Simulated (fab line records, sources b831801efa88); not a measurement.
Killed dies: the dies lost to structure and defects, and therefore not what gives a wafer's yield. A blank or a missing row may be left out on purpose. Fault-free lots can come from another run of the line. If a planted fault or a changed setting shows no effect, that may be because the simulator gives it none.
A struck lot beside a sound one | flow sky130 | 24 out of 708 route steps
Sound: these wafers, L951.2, L951.4, L951.6. Struck: wafers L959.2, L959.3, L959.4. The cause is given at the end.
For every step that has rows: the tool of each side, followed by ch and its chambers, followed by its first start. Under that, the readings that differ: sound wafers | struck wafers | difference of the means | sigmas: that difference in standard deviations of wafers without a fault.
alike: same words and numbers on both sides, and readings whose means sit less than 2 such deviations apart. not compared: any withheld reading, any reading some wafer has no value for, any bound like >300 that may hide the same value, and any number with overlapping values for which the record gives no deviation.
Wherever a step has rows on one side only, a row that says differs or no value, or a row with sigmas, the two part there. Numbers that don't overlap but have no deviation are shown without sigmas and don't part them. A reading that every wafer of one side lacks parts them only if that side has two wafers or more.

first, 8 steps without rows for these wafers: SKY_FIELD_ISO_DEHYDRATE_05 (time 60 s); SKY_FIELD_ISO_HMDS_06 (prime time 60 s); SKY_FIELD_ISO_COAT_07 (resist thk 60 nm); SKY_FIELD_ISO_COAT_08 (resist thk 450 nm); SKY_FIELD_ISO_SOFTBAKE_09 (time 90 s); SKY_FIELD_ISO_EXPOSE_10 (exposes mask FOM, target cd 150 nm); SKY_FIELD_ISO_PEB_11; SKY_FIELD_ISO_DEVELOP_12 (develop time 60 s).
SKY_FIELD_ISO_CD_MEAS_13 targets a cd of 150 nm.
  sound on cdSem-01, day 2 13:39; struck on cdSem-01, day 4 07:51
reading   | sound             | struck            | difference | sigmas
cdNm (nm) | 153.5 151.9 152.8 | 147.5 148.0 146.8 | -5.3       | -4
SKY_FIELD_ISO_ETCH_14: etches BARC in N2/H2, stops on SiO2, time 45.9 s, target depth 60 nm.
  sound on rieDiel-01 ch 0,2, day 2 13:45; struck on rieDiel-02 ch 0,2,3, day 4 07:57
  alike: biasW, chamberPressureMTorr, drypumpMotorCurrentA, n2FlowSccm, oesProductAu, throttleValvePct
  not compared: rfHoursCounterH
SKY_FIELD_ISO_ETCH_15: etches the open film in CHF3/O2, stops on Si, target depth 180 nm, time 72 s.
  sound on rieDiel-01 ch 0,2, day 2 13:47; struck on rieDiel-02 ch 0,2,3, day 4 07:59
reading              | sound             | struck            | difference | sigmas
throttleValvePct (%) | 8.828 8.834 8.828 | 8.849 8.846 8.854 | +0.020     | +2
  alike: O2_flow_sccm, biasW, drypumpMotorCurrentA, oesProductAu
  not compared: rfHoursCounterH
SKY_FIELD_ISO_STRIP_16: strips in O2/N2.
  sound on plasmaAsher-04 ch 0,1, day 2 13:51; struck on plasmaAsher-02 ch 0,1, day 4 08:03
  alike: drypumpMotorCurrentA, n2FlowSccm, oesProductAu, stripTimeToEndpointS
  not compared: rfHoursCounterH
SKY_FIELD_ISO_ETCH_17: etches Si in HBr/Cl2/O2, target depth 342 nm, time 97.7 s.
  sound on rieSi-01 ch 0,2, day 2 13:57; struck on rieSi-02 ch 0,2,3, day 4 08:09
  no value came back on the struck wafers for any of 6 readings (HBr_flow_sccm (sccm), O2_flow_sccm (sccm) and others); on the sound wafers HBr_flow_sccm (sccm) reads 150.1 149.0 149.4
reading                                    | sound             | struck          | difference | sigmas
model.Si3N4_of_FIELD_ISO_CVD_03.thkNm (nm) | 149.5 151.6 149.8 | 167.8 168 168.2 | +17.7      | 
  not compared: rfHoursCounterH
then, 7 steps without rows for these wafers: SKY_FIELD_ISO_WET_ETCH_18 (etches Si3N4 in H3PO4, target depth 25 nm, time 286 s); SKY_FIELD_ISO_CLEAN_19 (cleans in SC1/SC2, time 150 s); SKY_FIELD_ISO_CLEAN_20 (cleans in dHF, time 20 s); SKY_FIELD_ISO_WET_ETCH_21 (etches SiO2 in dHF, target depth 20 nm, time 400 s); SKY_FIELD_ISO_OXIDATION_22 (stabilise 600 s, purge 300 s, target thk 10 nm); SKY_FIELD_ISO_CVD_24 (deposits SiO2, target thk 595 nm, time 99.2 s); SKY_FIELD_ISO_ANNEAL_26 (time 1800 s).
SKY_FIELD_ISO_CMP_27: polishes, stops on Si3N4, t overpolish 16 s, target thk 457.8 nm.
  sound on cmp-02 ch 0,1, day 2 19:59; struck on cmp-01 ch 0,1,3, day 4 12:21
  alike: headPressurePsi, motorCurrentA
SKY_FIELD_ISO_WET_ETCH_28: etches SiO2 in dHF, target depth 23.7 nm, time 47 s.
  sound on wetBench-04 ch 3, day 2 20:14; struck on wetBench-03 ch 0, day 4 12:39
reading                                    | sound             | struck            | difference | sigmas
model.Si3N4_of_FIELD_ISO_CVD_03.thkNm (nm) | 118.7 120.7 118.8 | 136.8 136.8 137.2 | +17.5      | 
  alike: bathHeatDutyPct, runLengthS
then, 1 step without rows for these wafers: SKY_FIELD_ISO_WET_ETCH_29 (etches Si3N4 in H3PO4, target depth 160 nm, time 1825 s).
-- here the record skips 44 days between the struck wafers' starts before and after, leaving off in module FIELD_ISO and picking up in module PAD_OPEN (first step shown: number 708 of the route) --
SKY_PAD_OPEN_PROBE_99:
  sound on prober-02, day 46 04:50; struck on prober-02, day 48 14:40
reading          | sound    | struck      | difference | sigmas
killedAtFrontEnd | 11 10 9  | 415 412 429 | +409       | +99 or more
killedDies       | 98 83 84 | 492 492 492 | +404       | +40
killedOnRim      | 18 19 18 | 96 96 96    | +78        | +20
  alike: killed_at_M0_to_M3, killed_at_M4_up, killedAtContacts, killedAtOther, killedOpen, killedShort

WHERE THEY PART
First at SKY_FIELD_ISO_CD_MEAS_13; last, within this record, at SKY_PAD_OPEN_PROBE_99.

WHY: what had been put in by the simulator
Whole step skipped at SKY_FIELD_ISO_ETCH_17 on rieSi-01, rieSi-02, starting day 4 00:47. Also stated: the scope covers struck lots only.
